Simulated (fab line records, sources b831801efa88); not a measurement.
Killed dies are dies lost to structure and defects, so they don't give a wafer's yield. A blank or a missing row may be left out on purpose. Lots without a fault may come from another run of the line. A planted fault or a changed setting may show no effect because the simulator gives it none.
Which tool did it? | flow sky130 | 12 lots, 34 wafers sampled, at 5 steps of a route of 708

WHAT THE GAUGES READ, wafer by wafer
The record holds no reading of a measuring or inspecting step that can be judged against a usual standard deviation.

WHICH TOOL RAN EACH LOT (tool, then ch and the chambers of the sampled wafers, then the start)
lot  | SKY_METAL3_DESCUM_15              | SKY_METAL3_METAL_ETCH_18          | SKY_METAL3_STRIP_19                  | SKY_VIA3_CMP_24               | SKY_PAD_OPEN_PROBE_99
L499 | rie_metal-04 ch 1, day 38 02:49   | rie_metal-01 ch 0, day 38 03:05   | plasma_asher-03 ch 0,1, day 38 03:27 | cmp-01 ch 2,3, day 39 07:10   | prober-01, day 45 07:47
L500 | rie_metal-02 ch 0,1, day 38 19:05 | rie_metal-04 ch 0,1, day 38 19:14 | plasma_asher-02 ch 0,1, day 38 19:25 | cmp-01 ch 0,1,3, day 39 22:13 | prober-01, day 45 23:59
L501 | rie_metal-04 ch 0,1, day 39 10:23 | rie_metal-02 ch 0,1, day 39 10:32 | plasma_asher-02 ch 0,1, day 39 10:43 | cmp-02 ch 0,3, day 40 14:16   | prober-02, day 46 12:53
L502 | rie_metal-04 ch 0,1, day 39 15:45 | rie_metal-01 ch 0, day 39 16:04   | plasma_asher-02 ch 0,1, day 39 16:17 | cmp-02 ch 0,2,3, day 40 19:26 | prober-01, day 46 16:23
L506 | rie_metal-02 ch 0,1, day 40 19:44 | rie_metal-01 ch 0, day 40 19:56   | plasma_asher-02 ch 0,1, day 40 20:14 | cmp-02 ch 0,3, day 41 22:16   | prober-01, day 47 16:27
L512 | rie_metal-04 ch 0,1, day 42 11:14 | rie_metal-02 ch 0,1, day 42 11:23 | plasma_asher-03 ch 0, day 42 11:34   | cmp-01 ch 0,2, day 43 13:41   | prober-01, day 48 22:53
L514 | rie_metal-04 ch 0,1, day 43 04:16 | rie_metal-02 ch 0,1, day 43 04:25 | plasma_asher-01 ch 0,1, day 43 04:35 | cmp-02 ch 1,2,3, day 44 05:28 | prober-01, day 49 12:41
L515 | rie_metal-01 ch 0,1, day 43 12:59 | rie_metal-02 ch 0,1, day 43 13:11 | plasma_asher-02 ch 0, day 43 13:20   | cmp-02 ch 0, day 44 14:04     | prober-02, day 49 18:08
L517 | rie_metal-02 ch 0,1, day 43 21:16 | rie_metal-01 ch 1, day 43 21:25   | plasma_asher-02 ch 0,1, day 43 21:35 | cmp-02 ch 1,3, day 44 21:59   | prober-02, day 50 00:53
L520 | rie_metal-01 ch 0,1, day 44 21:19 | rie_metal-02 ch 1, day 44 21:31   | plasma_asher-03 ch 0,1, day 44 21:51 | cmp-01 ch 0,3, day 45 23:43   | prober-01, day 50 21:08
L521 | rie_metal-04 ch 0,1, day 45 03:26 | rie_metal-02 ch 1, day 45 03:39   | plasma_asher-03 ch 0,1, day 45 03:57 | cmp-01 ch 0,3, day 46 03:16   | prober-02, day 51 01:22
L522 | rie_metal-01 ch 0, day 45 06:18   | rie_metal-02 ch 1, day 45 06:38   | plasma_asher-03 ch 0,1, day 45 06:56 | cmp-01 ch 0,2,3, day 46 06:25 | prober-01, day 51 02:59
- SKY_METAL3_DESCUM_15: chemistry O2, time 8 s.
- SKY_METAL3_METAL_ETCH_18: etches the open film in Cl2/BCl3, stops on SiO2, target depth 845 nm, time 183.1 s.
- SKY_METAL3_STRIP_19: strips in O2/N2.
- SKY_VIA3_CMP_24: polishes, stops on SiO2, t overpolish 20 s, target thk 0 nm.
- SKY_PAD_OPEN_PROBE_99

WHAT THE TOOLS THEMSELVES READ (means of the sampled wafers that have a number; where no wafer has one, the mark that the record gives instead)
SKY_METAL3_DESCUM_15. Usual: drypump_motor_current_A 6.23 A, standard deviation 0.13; oes_product_au 1.002 a.u., standard deviation 0.011; temp_c 40.00 C, standard deviation 0.11.
lot  | tool         | drypump_motor_current_A (A) | oes_product_au (a.u.) | temp_c (C) | flag
L499 | rie_metal-04 | 6.33                        | 0.986                 | 39.98      |
L500 | rie_metal-02 | 6.18                        | 1.010                 | 40.02      |
L501 | rie_metal-04 | 6.25                        | 0.991                 | 40.08      |
L502 | rie_metal-04 | 6.27                        | 0.989                 | 40.00      |
L506 | rie_metal-02 | 6.19                        | 1.005                 | 39.92      |
L512 | rie_metal-04 | 6.16                        | 0.999                 | 40.05      |
L514 | rie_metal-04 | 6.17                        | 1.000                 | 40.01      |
L515 | rie_metal-01 | 6.28                        | 1.011                 | 40.01      |
L517 | rie_metal-02 | 6.12                        | 1.004                 | 40.19      |
L520 | rie_metal-01 | 6.28                        | 1.017                 | 40.11      |
L521 | rie_metal-04 | 6.18                        | 0.996                 | 40.04      |
L522 | rie_metal-01 | 6.31                        | 1.004                 | 40.03      |

SKY_METAL3_METAL_ETCH_18. Usual: drypump_motor_current_A 6.21 A, standard deviation 0.15; oes_product_au 0.866 a.u., standard deviation 0.0067; throttle_valve_pct 22.265 %, standard deviation 0.0095.
lot  | tool         | drypump_motor_current_A (A) | oes_product_au (a.u.) | throttle_valve_pct (%) | flag
L499 | rie_metal-01 | 6.27                        | 0.862                 | 22.272                 |
L500 | rie_metal-04 | 6.16                        | 0.858                 | 22.263                 |
L501 | rie_metal-02 | 6.03                        | 0.869                 | 22.269                 |
L502 | rie_metal-01 | 6.25                        | 0.872                 | 22.267                 |
L506 | rie_metal-01 | 6.28                        | 0.872                 | 22.264                 |
L512 | rie_metal-02 | 6.03                        | 0.862                 | 22.258                 |
L514 | rie_metal-02 | 6.17                        | 0.870                 | 22.265                 |
L515 | rie_metal-02 | 6.11                        | 0.875                 | 22.274                 |
L517 | rie_metal-01 | 6.29                        | 0.859                 | 22.270                 |
L520 | rie_metal-02 | 6.30                        | 0.871                 | 22.269                 |
L521 | rie_metal-02 | 6.29                        | 0.858                 | 22.256                 |
L522 | rie_metal-02 | 6.32                        | 0.864                 | 22.270                 |

SKY_METAL3_STRIP_19. Usual: drypump_motor_current_A 5.8 A, standard deviation 0.41; n2_flow_sccm 300.1 sccm, standard deviation 0.97; oes_product_au 0.500 a.u., standard deviation 0.0062; strip_time_to_endpoint_s 6.49 s, standard deviation 0.083.
lot  | tool            | drypump_motor_current_A (A) | n2_flow_sccm (sccm) | oes_product_au (a.u.) | strip_time_to_endpoint_s (s) | flag
L499 | plasma_asher-03 | 5.7                         | 299.9               | 0.498                 | 6.45                         |
L500 | plasma_asher-02 | 5.5                         | 300.0               | 0.502                 | 6.55                         |
L501 | plasma_asher-02 | 5.6                         | 300.3               | 0.502                 | 6.51                         |
L502 | plasma_asher-02 | 5.5                         | 300.4               | 0.499                 | 6.52                         |
L506 | plasma_asher-02 | 5.6                         | 299.5               | 0.491                 | 6.33                         |
L512 | plasma_asher-03 | 5.6                         | 298.6               | 0.498                 | 6.52                         |
L514 | plasma_asher-01 | 6.6                         | 298.6               | 0.504                 | 6.56                         |
L515 | plasma_asher-02 | 5.3                         | 299.5               | 0.497                 | 6.47                         |
L517 | plasma_asher-02 | 5.6                         | 299.6               | 0.502                 | 6.48                         |
L520 | plasma_asher-03 | 5.7                         | 300.6               | 0.501                 | 6.47                         |
L521 | plasma_asher-03 | 5.7                         | 299.7               | 0.493                 | 6.41                         |
L522 | plasma_asher-03 | 5.7                         | 300.0               | 0.496                 | 6.43                         |

SKY_VIA3_CMP_24. Usual: motor_current_A 10.1 A, standard deviation 1.2; overpolish_run_s 20.001 s, standard deviation 0.0087; time_to_endpoint_s 93 s, standard deviation 3.
lot  | tool   | motor_current_A (A) | overpolish_run_s (s) | time_to_endpoint_s (s) | flag
L499 | cmp-01 | 9.3                 | 19.998               | 93                     |
L500 | cmp-01 | 10.3                | 19.999               | 92                     |
L501 | cmp-02 | 10.6                | 20.004               | 93                     |
L502 | cmp-02 | 9.7                 | 20.006               | 92                     |
L506 | cmp-02 | 11.1                | 19.996               | 89                     |
L512 | cmp-01 | 10.2                | 19.996               | 96                     |
L514 | cmp-02 | 9.3                 | 20.003               | 67                     | OFF
L515 | cmp-02 | 11.8                | 19.994               | 70                     | OFF
L517 | cmp-02 | 10.6                | 20.006               | 72                     | OFF
L520 | cmp-01 | 10.8                | 19.992               | 93                     |
L521 | cmp-01 | 10.9                | 20.007               | 94                     |
L522 | cmp-01 | 10.3                | 20.014               | 97                     |

SKY_PAD_OPEN_PROBE_99. Usual: defect_limited_yield 82.4 %, standard deviation 1.8; killed_at_M0_to_M3 45, standard deviation 6.8; killed_at_M4_up 3.2, standard deviation 1.6; killed_at_contacts 24, standard deviation 5.1; killed_at_front_end 14, standard deviation 4.4; killed_at_other 0.4, standard deviation 0.65; killed_dies 87, standard deviation 8.8; killed_open 47, standard deviation 7.2; killed_short 39, standard deviation 6.1; sort_bin_3_pad_short 0.9 %, standard deviation 0.38; sort_bin_5_function 10.4 %, standard deviation 1.5; sort_bin_6_memory 6.4 %, standard deviation 1.1; sort_n_pass 405, standard deviation 8.8; sort_yield_pct 82.4 %, standard deviation 1.8.
lot  | tool      | defect_limited_yield (%) | killed_at_M0_to_M3 | killed_at_M4_up | killed_at_contacts | killed_at_front_end | killed_at_other | killed_dies | killed_open | killed_short | sort_bin_3_pad_short (%) | sort_bin_5_function (%) | sort_bin_6_memory (%) | sort_n_pass | sort_yield_pct (%) | flag
L499 | prober-01 | 81.8                     | 42                 | 3.0             | 27                 | 18                  | 0.0             | 90          | 49          | 40           | 0.8                      | 10.2                    | 7.2                   | 402         | 81.8               |
L500 | prober-01 | 83.0                     | 39                 | 2.7             | 25                 | 16                  | 0.7             | 84          | 46          | 38           | 0.8                      | 10.4                    | 5.8                   | 408         | 83.0               |
L501 | prober-02 | 82.4                     | 41                 | 4.3             | 22                 | 18                  | 1.0             | 87          | 48          | 38           | 0.5                      | 11.4                    | 5.7                   | 405         | 82.4               |
L502 | prober-01 | 81.7                     | 41                 | 3.3             | 33                 | 13                  | 0.0             | 90          | 49          | 40           | 1.4                      | 10.3                    | 6.5                   | 402         | 81.7               |
L506 | prober-01 | 82.9                     | 46                 | 2.3             | 21                 | 15                  | 0.3             | 84          | 45          | 38           | 0.9                      | 9.3                     | 6.9                   | 408         | 82.9               |
L512 | prober-01 | 83.8                     | 40                 | 3.3             | 21                 | 15                  | 0.7             | 80          | 41          | 38           | 0.7                      | 9.3                     | 6.2                   | 412         | 83.8               |
L514 | prober-01 | 83.0                     | 46                 | 2.3             | 24                 | 10                  | 0.7             | 84          | 45          | 39           | 0.9                      | 10.4                    | 5.8                   | 408         | 83.0               |
L515 | prober-02 | 82.7                     | 44                 | 4.0             | 26                 | 10                  | 1.0             | 85          | 50          | 34           | 1.0                      | 10.5                    | 5.8                   | 407         | 82.7               |
L517 | prober-02 | 81.3                     | 52                 | 2.5             | 27                 | 10                  | 0.5             | 92          | 54          | 38           | 1.0                      | 10.4                    | 7.3                   | 400         | 81.3               |
L520 | prober-01 | 83.3                     | 43                 | 4.0             | 22                 | 12                  | 1.0             | 82          | 45          | 37           | 0.7                      | 10.4                    | 5.7                   | 410         | 83.3               |
L521 | prober-02 | 81.7                     | 46                 | 1.7             | 25                 | 17                  | 0.3             | 90          | 57          | 33           | 0.8                      | 10.5                    | 7.0                   | 402         | 81.7               |
L522 | prober-01 | 82.7                     | 44                 | 3.0             | 21                 | 16                  | 1.0             | 85          | 42          | 42           | 0.9                      | 10.0                    | 6.4                   | 407         | 82.7               |

THE ANSWER, worked out from the rows above alone
Rule: a lot is off if the mean of its wafers that have a number lies more than 3 standard deviations from the usual mean. A lot without any number at a reading at which 4 lots or more have one is off too. The other lots that the step has rows for count as sound. The gauges are gone through in route order, then the tools' own readings, and for those a lot's mean is taken as printed above. The first step at which some lot is off is used, and at that step the reading that is off furthest; a lot without a number counts as furthest.
Off: L514, L515, L517, at SKY_VIA3_CMP_24 (time_to_endpoint_s).
A tool fits if, at that step or a process step before it, it ran every lot that is off, and no sound lot after the first of them. One fits: cmp-02 at SKY_VIA3_CMP_24. Its last sound lot is L506 (day 41 22:16), its first lot that is off L514 (day 44 05:28): a fault that began between those two fits.
The tool's own readings at SKY_VIA3_CMP_24 bear it out: on the lots that are off they differ by more than 5 times the standard deviation of the sound lots' means. time_to_endpoint_s reads 70 s there against 93 s on the sound lots.

WHAT THE SIMULATOR HAD PUT IN
Process parameter drift: cmp-02, from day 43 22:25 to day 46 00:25, at SKY_VIA3_CMP_24. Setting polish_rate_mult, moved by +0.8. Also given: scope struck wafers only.
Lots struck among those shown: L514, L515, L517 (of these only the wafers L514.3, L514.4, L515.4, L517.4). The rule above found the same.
